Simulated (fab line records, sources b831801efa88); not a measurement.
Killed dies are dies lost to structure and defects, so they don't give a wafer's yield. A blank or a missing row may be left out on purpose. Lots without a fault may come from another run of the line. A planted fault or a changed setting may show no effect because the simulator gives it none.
Which tool did it? | flow gf180mcu | 6 lots, 18 wafers sampled, at 2 steps of a route of 602

WHAT THE GAUGES READ, wafer by wafer
GF_POLY_GATE_CD_MEAS_10: target cd 280 nm.
lot  | measured     | on        | cd_nm (nm)
L222 | day 9 18:08  | cd_sem-01 | 280.7 280.7 281.0
L228 | day 11 13:10 | cd_sem-02 | 279.7 278.5 279.2
L236 | day 13 22:32 | cd_sem-02 | 279.9 279.9 279.2
L238 | day 14 13:14 | cd_sem-02 | 279.4 280.5 280.0
L240 | day 15 02:13 | cd_sem-02 | 280.8 281.8 281.3
L242 | day 15 16:03 | cd_sem-02 | 278.6 279.1 278.0

WHICH TOOL RAN EACH LOT (tool, then ch and the chambers of the sampled wafers, then the start)
lot  | GF_VT_IMPLANT_RTA_45
L222 | rtp_anneal-01 ch 0, day 7 23:53
L228 | rtp_anneal-02 ch 0, day 9 19:20
L236 | rtp_anneal-02 ch 0, day 12 00:40
L238 | rtp_anneal-01 ch 0, day 12 14:43
L240 | rtp_anneal-01 ch 0, day 13 02:22
L242 | rtp_anneal-01 ch 0, day 13 15:01
- GF_VT_IMPLANT_RTA_45: time 30 s.

THE ANSWER, worked out from the rows above alone
Rule: what is usual is taken from the lots themselves. Put in order of their means at a reading, lots are off if they are a third of the lots or fewer, leave a main group of 4 or more, and stand apart from it by a gap of 3 or more times the standard deviation of the main group's means; of several such gaps the widest counts. A main group whose means are all the same, to the digits that the tables above print for the reading, isn't used. A lot without any number at a reading at which 4 lots or more have one is off too. The other lots that the step has rows for count as sound.
No lot is off at any reading shown: from this, nothing can be told.

WHAT THE SIMULATOR HAD PUT IN
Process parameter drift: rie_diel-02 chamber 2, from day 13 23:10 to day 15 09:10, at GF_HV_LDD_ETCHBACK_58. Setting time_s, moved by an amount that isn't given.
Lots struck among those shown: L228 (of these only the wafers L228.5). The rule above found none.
